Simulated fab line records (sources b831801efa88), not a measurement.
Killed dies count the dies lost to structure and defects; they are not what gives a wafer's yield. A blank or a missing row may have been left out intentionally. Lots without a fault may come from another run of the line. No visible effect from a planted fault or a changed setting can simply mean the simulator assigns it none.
Which tool did it?	flow sky130	15 lots with 45 wafers sampled at 7 steps, on a route of 708 steps

== WHAT THE GAUGES READ, wafer by wafer ==
SKY_VT_ADJUST_HVTP_OVL_MEAS_08. Usual: for VT_ADJUST_HVTP_OVL the level is -1.2 nm and the standard deviation is 1.6.
lot	measured	on	VT_ADJUST_HVTP_OVL (nm)	flag
L804	day 6 06:07	overlay-01	-6.8 -4.0 -5.2	
L805	day 6 12:26	overlay-02	-2.2 0.5 0.7	
L806	day 6 22:38	overlay-02	-2.7 -0.2 -2.2	
L807	day 7 10:04	overlay-02	0.6 0.9 3.0	
L810	day 7 22:16	overlay-01	-0.7 -0.5 -0.5	
L811	day 8 12:14	overlay-02	-2.6 -0.5 0.0	
L812	day 8 12:50	overlay-02	-3.2 -2.9 -2.9	
L813	day 8 16:31	overlay-02	-3.2 -2.8 -2.5	
L816	day 9 10:44	overlay-01	-1.4 -1.4 -2.5	
L820	day 10 23:26	overlay-02	-1.9 -2.5 -0.4	
L821	day 11 04:06	overlay-01	0.0 0.7 -0.7	
L822	day 11 04:23	overlay-01	-0.5 0.1 -0.5	
L823	day 11 11:11	overlay-01	-3.2 -3.5 -1.7	
L824	day 11 18:34	overlay-02	0.5 -1.5 -1.6	
L826	day 12 11:08	overlay-01	0.2 -0.7 -2.4	

SKY_VT_ADJUST_HVTP_TW_MEAS_11. Usual: for VT_ADJUST_HVTP_TW the level is 1354 and the standard deviation is 6.1.
lot	measured	on	VT_ADJUST_HVTP_TW	flag
L804	day 6 06:24	film metro-01	1364 1361 1364	
L805	day 6 12:43	film metro-01	1361 1369 1363	
L806	day 6 22:56	film metro-02	1343 1342 1339	
L807	day 7 10:21	film metro-01	1357 1359 1350	
L810	day 7 22:33	film metro-03	1348 1351 1359	
L811	day 8 12:32	film metro-02	1355 1345 1347	
L812	day 8 13:11	film metro-03	1356 1362 1353	
L813	day 8 16:48	film metro-02	1347 1348 1340	
L816	day 9 11:02	film metro-03	1350 1347 1350	
L820	day 10 23:43	film metro-02	1348 1351 1357	
L821	day 11 04:23	film metro-03	1346 1356 1349	
L822	day 11 04:41	film metro-03	1350 1357 1356	
L823	day 11 11:28	film metro-02	1356 1351 1358	
L824	day 11 18:51	film metro-01	1361 1359 1366	
L826	day 12 11:25	film metro-02	1365 1363 1357	

SKY_VT_ADJUST_NCORE_CD_MEAS_07: target cd 380 nm. Usual: cd nm 379.4 nm, standard deviation 2.6.
lot	measured	on	cd nm (nm)	flag
L804	day 8 15:10	cd sem-02	379.1 378.0 379.0	
L805	day 9 05:42	cd sem-01	381.4 384.8 385.3	
L806	day 9 12:11	cd sem-02	382.0 380.4 380.2	
L807	day 10 02:18	cd sem-01	379.7 380.7 378.4	
L810	day 10 17:01	cd sem-01	373.2 374.0 374.1	
L811	day 11 07:41	cd sem-01	380.2 378.0 381.7	
L812	day 11 08:29	cd sem-02	378.5 378.3 376.5	
L813	day 11 12:44	cd sem-01	375.1 380.1 376.2	
L816	day 12 08:22	cd sem-02	378.5 380.5 376.0	
L820	day 14 02:02	cd sem-02	378.4 378.1 377.1	
L821	day 14 06:16	cd sem-02	376.7 379.6 377.0	
L822	day 14 06:32	cd sem-01	- - -	OFF
L823	day 14 14:08	cd sem-01	- - -	OFF
L824	day 14 22:43	cd sem-01	- - -	OFF
L826	day 15 16:28	cd sem-01	380.9 381.3 381.3	

SKY_VT_ADJUST_HVTR_TW_MEAS_11. Usual: for VT_ADJUST_HVTR_TW the level is 212.1 and the standard deviation is 2.5.
lot	measured	on	VT_ADJUST_HVTR_TW	flag
L804	day 9 12:55	film metro-03	209.6 210.0 210.8	
L805	day 10 04:01	film metro-01	212.8 212.1 212.4	
L806	day 10 11:12	film metro-03	209.1 207.7 208.5	
L807	day 11 02:05	film metro-04	214.8 214.1 215.6	
L810	day 11 16:37	film metro-01	212.6 213.0 211.8	
L811	day 12 08:44	film metro-03	208.5 208.3 208.7	
L812	day 12 09:35	film metro-04	216.0 214.7 216.8	
L813	day 12 13:25	film metro-04	215.7 215.2 214.7	
L816	day 13 09:22	film metro-01	210.7 210.9 211.0	
L820	day 15 05:28	film metro-04	214.6 215.6 214.7	
L821	day 15 09:50	film metro-03	210.1 210.5 210.1	
L822	day 15 10:25	film metro-04	267.9 267.5 267.7	OFF
L823	day 15 17:46	film metro-03	260.4 260.2 260.6	OFF
L824	day 16 02:53	film metro-01	264.7 264.9 264.6	OFF
L826	day 16 20:28	film metro-03	209.2 210.2 210.2	

SKY_VT_ADJUST_PCH_TW_MEAS_10. Usual: for VT_ADJUST_PCH_TW the level is 142.5 and the standard deviation is 1.1.
lot	measured	on	VT_ADJUST_PCH_TW	flag
L804	day 10 11:14	film metro-02	142.0 142.0 141.8	
L805	day 11 03:29	film metro-02	143.0 142.4 142.2	
L806	day 11 10:00	film metro-01	143.0 143.4 142.7	
L807	day 12 01:44	film metro-01	143.4 143.6 143.5	
L810	day 12 17:54	film metro-02	142.8 143.0 142.6	
L811	day 13 08:37	film metro-02	141.6 141.7 141.7	
L812	day 13 10:14	film metro-02	142.1 141.9 142.3	
L813	day 13 14:55	film metro-01	142.5 142.6 142.7	
L816	day 14 10:38	film metro-03	141.6 142.1 142.1	
L820	day 16 09:23	film metro-02	140.8 141.7 141.8	
L821	day 16 14:22	film metro-02	142.0 141.8 141.5	
L822	day 16 15:14	film metro-01	232.9 233.0 232.7	OFF
L823	day 16 21:13	film metro-01	233.7 233.0 232.7	OFF
L824	day 17 07:21	film metro-01	233.3 234.7 234.2	OFF
L826	day 18 00:53	film metro-02	141.1 141.0 140.6	

== TOOL THAT RAN EACH LOT (tool first, then ch and the chambers of the sampled wafers, then the start) ==
lot	SKY_VT_ADJUST_HVTP_STRIP_10	SKY_VT_ADJUST_NCORE_COAT_02
L804	plasma asher-03 ch 0, day 6 06:18	litho track-01 ch 0, day 8 05:17
L805	plasma asher-03 ch 0,1, day 6 12:37	litho track-01 ch 0, day 8 18:08
L806	plasma asher-01 ch 0,1, day 6 22:49	litho track-01 ch 0, day 9 01:37
L807	plasma asher-02 ch 1, day 7 10:15	litho track-02 ch 0, day 9 14:39
L810	plasma asher-01 ch 0,1, day 7 22:27	litho track-02 ch 0, day 10 05:45
L811	plasma asher-02 ch 0,1, day 8 12:26	litho track-01 ch 0, day 10 19:59
L812	plasma asher-02 ch 0,1, day 8 13:05	litho track-01 ch 0, day 10 20:32
L813	plasma asher-03 ch 0,1, day 8 16:42	litho track-03 ch 0, day 11 00:52
L816	plasma asher-02 ch 0,1, day 9 10:55	litho track-02 ch 0, day 11 19:55
L820	plasma asher-01 ch 0,1, day 10 23:37	litho track-01 ch 0, day 13 12:56
L821	plasma asher-01 ch 0,1, day 11 04:19	litho track-03 ch 0, day 13 17:16
L822	plasma asher-02 ch 0,1, day 11 04:34	litho track-01, day 13 17:22
L823	plasma asher-02 ch 0,1, day 11 11:23	litho track-01, day 14 01:14
L824	plasma asher-03 ch 0,1, day 11 18:45	litho track-01, day 14 09:02
L826	plasma asher-03 ch 0,1, day 12 11:19	litho track-02 ch 0, day 15 02:50
- SKY_VT_ADJUST_HVTP_STRIP_10: strips in O2/N2.
- SKY_VT_ADJUST_NCORE_COAT_02: resist thk 1140 nm.

== WHAT THE TOOLS THEMSELVES READ (means of the sampled wafers that have a number; where no wafer has one, the mark that the record gives instead) ==
SKY_VT_ADJUST_HVTP_STRIP_10. Usual: chamber pressure mTorr 1499.9 mTorr, standard deviation 1.4; drypump motor current A 5.5 A, standard deviation 0.43; n2 flow sccm 300.0 sccm, standard deviation 0.96; oes product au 0.716 a.u., standard deviation 0.0046; strip time to endpoint s 14.18 s, standard deviation 0.037.
lot	tool	chamber pressure mTorr (mTorr)	drypump motor current A (A)	n2 flow sccm (sccm)	oes product au (a.u.)	strip time to endpoint s (s)	flag
L804	plasma asher-03	1498.5	5.7	300.8	0.715	14.21	
L805	plasma asher-03	1499.4	6.0	299.1	0.713	14.20	
L806	plasma asher-01	1500.8	5.7	299.0	0.716	14.24	
L807	plasma asher-02	1500.3	5.0	300.7	0.716	14.18	
L810	plasma asher-01	1499.6	5.7	299.7	0.721	14.22	
L811	plasma asher-02	1499.1	5.1	299.7	0.713	14.14	
L812	plasma asher-02	1498.6	5.1	300.1	0.716	14.20	
L813	plasma asher-03	1499.8	6.0	300.1	0.714	14.15	
L816	plasma asher-02	1501.5	5.1	300.2	0.716	14.17	
L820	plasma asher-01	1500.2	5.7	300.6	0.715	14.14	
L821	plasma asher-01	1501.2	5.8	299.7	0.715	14.15	
L822	plasma asher-02	1500.7	5.1	300.3	0.712	14.16	
L823	plasma asher-02	1500.4	5.1	300.6	0.717	14.20	
L824	plasma asher-03	1498.3	6.0	299.5	0.719	14.22	
L826	plasma asher-03	1501.3	5.8	300.1	0.717	14.18	

SKY_VT_ADJUST_NCORE_COAT_02. Usual: chill plate temp C 22.98 C, standard deviation 0.099; dispense pressure kPa 48 kPa, standard deviation 4; spin speed rpm 2999.8 rpm, standard deviation 2.1.
lot	tool	chill plate temp C (C)	dispense pressure kPa (kPa)	spin speed rpm (rpm)	flag
L804	litho track-01	23.10	43	2998.7	
L805	litho track-01	22.97	43	3000.9	
L806	litho track-01	22.89	43	2998.5	
L807	litho track-02	23.10	51	3001.4	
L810	litho track-02	23.02	51	2999.9	
L811	litho track-01	23.06	43	2998.0	
L812	litho track-01	22.87	43	3001.6	
L813	litho track-03	23.16	51	2999.9	
L816	litho track-02	22.85	51	3000.4	
L820	litho track-01	22.98	43	2999.1	
L821	litho track-03	23.06	51	2999.0	
L822	litho track-01	-	-	-	OFF
L823	litho track-01	-	-	-	OFF
L824	litho track-01	-	-	-	OFF
L826	litho track-02	22.89	51	2999.9	

== THE ANSWER, worked out from the rows above alone ==
Rule: a lot is off if the mean of its wafers that have a number lies more than 3 standard deviations from the usual mean. Also off: a lot with no number at a reading for which 4 or more lots have one. Where the step has rows for the other lots, those lots are counted as sound. After the gauges, taken in route order, come the tools' own readings; for these a lot's mean is taken, as printed above. The first step at which some lot is off is used, and at that step the reading that is off furthest; a lot without a number counts as furthest.
Off at SKY_VT_ADJUST_NCORE_CD_MEAS_07 (cd nm): L822, L823, L824. Without a number there: L822, L823, L824.
A tool fits if, at a process step before that reading, it ran every lot that is off, and no sound lot after the first of them. Not tried: the gauges at SKY_VT_ADJUST_NCORE_CD_MEAS_07; whatever is off there is also off at SKY_VT_ADJUST_HVTR_TW_MEAS_11, on other tools, and gauge error can't account for it. One candidate fits, namely litho track-01 at SKY_VT_ADJUST_NCORE_COAT_02. Its last sound lot is L820 (day 13 12:56), its first lot that is off L822 (day 13 17:22): a fault that began between those two fits.
Blank at SKY_VT_ADJUST_NCORE_COAT_02 on the lots that are off, where sound lots have numbers: chill plate temp C, dispense pressure kPa, spin speed rpm.

== WHAT WAS PUT IN BY THE SIMULATOR ==
At SKY_VT_ADJUST_NCORE_COAT_02, the step was skipped entirely on litho track-01 from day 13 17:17 on. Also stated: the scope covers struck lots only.
Struck lots among those shown: L822, L823, L824. This agrees with what the rule above found.
